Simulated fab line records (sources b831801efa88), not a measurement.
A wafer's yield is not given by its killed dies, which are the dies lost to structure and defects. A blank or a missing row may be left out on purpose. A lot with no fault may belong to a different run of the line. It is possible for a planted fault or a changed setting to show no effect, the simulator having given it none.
Problem report, 8D (eight disciplines) form, completed by code || flow gf180mcu || the parts of the form that need people (team, actions taken, sign-off) are left out

## 1. WHAT IS WRONG
Wafers free of any fault read 0.0701 ohm/sq (standard deviation 0.00078) for M4_ALCU_RS at GF_M4_RS_MEAS_05, against a mean of 0.1221 ohm/sq on 3 wafers of 2 lots. That puts it +67 standard deviations away from the usual mean.
The step: measures by four-point-probe.
First seen on wafer L610.1, day 26 20:13, on film-metro-03. The record holds 33 wafers of 11 lots with a number at this step. Rule for "out" (also "out of limits"): further than 4 standard deviations from the usual mean. The other wafers with a number count as sound.

## 2. WHAT IT IS AND WHAT IT IS NOT
{"question": "which readings at this step", "is": "M4_ALCU_RS", "is not": "-"}
{"question": "which lots", "is": "L610, L611", "is not": "L599, L600, L603, L604, L607, L614, L616, L618, L619"}
{"question": "which wafers of those lots", "is": "L610.1, L611.3, L611.4", "is not": "L610.4, L610.5, L611.2"}
{"question": "read on which gauges", "is": "film-metro-03, film-metro-04", "is not": "film-metro-02"}
{"question": "when", "is": "from day 26 20:13", "is not": "up to then (17 sound wafers); but 13 sound wafers of L611, L614, L616, L618, L619 came after"}

## 3. SUSPECTS, AND WHAT RULES EACH OUT
Counting: a tool at a process step up to the reading stays a suspect if it ran every lot that is out. Sound lots after the first of them don't rule it out here, since some wafers of a struck lot are sound.
- the gauge at GF_M4_RS_MEAS_05 is ruled out. The wafers that are out were read on 2 gauges (film-metro-03, film-metro-04).
- pvd-sputter-03 at GF_M4_SPUTTER_02 (material AlCu, target thk 450 nm, time 23.9 s): kept. Every lot that is out went through it, the first being L610 (day 26 20:08); the last sound lot it ran before that was L604 (day 24 14:13).
After counting, what remains is pvd-sputter-03 at GF_M4_SPUTTER_02.

## 4. THE CAUSE (what the simulator had put in)
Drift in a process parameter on pvd-sputter-03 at GF_M4_SPUTTER_02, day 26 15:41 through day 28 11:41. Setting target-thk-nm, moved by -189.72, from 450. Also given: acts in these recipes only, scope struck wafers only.
Only this tool survived the counting.

## 5. THE CHAIN OF EFFECTS, in route order
Each row: a reading where the mean over the struck wafers with a number is more than 3 standard deviations away from the usual. Scope: only readings with a usual standard deviation given in the record; hours: median across lots of the time from each lot's start at the first step in this table that gives one to its start at this step; sigmas: change in usual standard deviations.
{"hours": 0, "step": "GF_M4_RS_MEAS_05", "reading": "M4_ALCU_RS", "usual": "0.0701 ohm/sq", "on struck wafers": 0.1221, "change": "+0.0520", "sigmas": "+67"}
{"hours": 0, "step": "GF_M4_THK_MEAS_06", "reading": "M4_ALCU_THK", "usual": "449 nm", "on struck wafers": 261, "change": -188, "sigmas": -28}
{"hours": 21, "step": "GF_M4_METAL_ETCH_16", "reading": "oes-product-au", "usual": "0.970 a.u.", "on struck wafers": 0.782, "change": -0.188, "sigmas": -34}
{"hours": 21, "step": "GF_M4_METAL_ETCH_16", "reading": "throttle-valve-pct", "usual": "28.251 %", "on struck wafers": 28.457, "change": "+0.206", "sigmas": "+19"}
The process steps in it:
- GF_M4_METAL_ETCH_16: etches the open film in Cl2/BCl3, stops on SiO2, target depth 627.5 nm, time 104.6 s.

## 6. HOW IT WOULD HAVE BEEN CAUGHT EARLIER
Counted from the fault's start at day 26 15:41, it took 5 hours until the first out-of-limits reading at a measuring or inspecting step in this record, taken at day 26 20:13.
No tool reading at GF_M4_SPUTTER_02 that has a usual standard deviation in the record was out on any struck wafer, so an alarm limit of 4 standard deviations on those readings would not have fired.
Of the lots that are out (2), L611 began GF_M4_SPUTTER_02 on pvd-sputter-03 after day 26 20:13. It would have been spared by a hold on the tool at that moment.
